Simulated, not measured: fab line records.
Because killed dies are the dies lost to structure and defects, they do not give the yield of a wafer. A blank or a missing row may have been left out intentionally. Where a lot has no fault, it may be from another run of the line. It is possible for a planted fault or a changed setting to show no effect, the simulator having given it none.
The tool behind it: which one?    flow gf180mcu    Sampling: 6 lots, 18 wafers, 2 of 602 route steps

== WHAT THE GAUGES SHOWED, per wafer ==
GF_MVSD_TW_MEAS_11.
lot   measured     on            MVSD_TW
L302  day 4 14:59  filmMetro-02  1586 1590 1590
L304  day 5 12:53  filmMetro-02  1582 1581 1592
L313  day 7 08:47  filmMetro-04  1198 1197 1189
L315  day 7 22:35  filmMetro-03  1183 1181 1182
L318  day 8 13:41  filmMetro-03  1558 1556 1549
L323  day 9 19:56  filmMetro-03  1543 1544 1539

== WHAT TOOL EACH LOT RAN ON (gives the tool, then ch and the chambers of the sampled wafers, and finally the start) ==
lot   GF_MVSD_IMPLANT_08
L302  implanter-03 ch 0, day 4 14:36
L304  implanter-02 ch 0, day 5 12:30
L313  implanter-02 ch 0, day 7 08:24
L315  implanter-02 ch 0, day 7 22:12
L318  implanter-03 ch 0, day 8 13:19
L323  implanter-03 ch 0, day 9 19:32
- GF_MVSD_IMPLANT_08

== THE ANSWER, worked out from the rows above alone ==
Rule: the lots themselves supply what counts as usual. Put in order of their means at a reading, lots are off if they are a third of the lots or fewer, leave a main group of 4 or more, and stand apart from it by a gap of 3 or more times the standard deviation of the main group's means; of several such gaps the widest counts. A main group whose means are all the same, to the digits that the tables above print for the reading, isn't used. A lot without any number at a reading at which 4 lots or more have one is off too. All remaining lots with rows at the step are treated as sound.
Off: L313, L315, seen at GF_MVSD_TW_MEAS_11 (MVSD_TW). Main group: mean 1568, sd 20.
A tool fits if, at a process step before that reading, it ran every lot that is off, and no sound lot after the first of them. Those tools and the gauges at GF_MVSD_TW_MEAS_11 are tried in the same way. One fits: GF_MVSD_IMPLANT_08 on implanter-02. A fault onset in the window from L304 (day 5 12:30, its last sound lot) to L313 (day 7 08:24, its first lot off) fits.

== WHAT THE SIMULATOR HAD PUT IN ==
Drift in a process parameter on implanter-02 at GF_MVSD_IMPLANT_08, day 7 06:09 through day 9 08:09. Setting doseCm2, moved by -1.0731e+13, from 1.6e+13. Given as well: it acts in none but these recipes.
Struck lots among those shown: L313, L315. Same finding as the rule above.
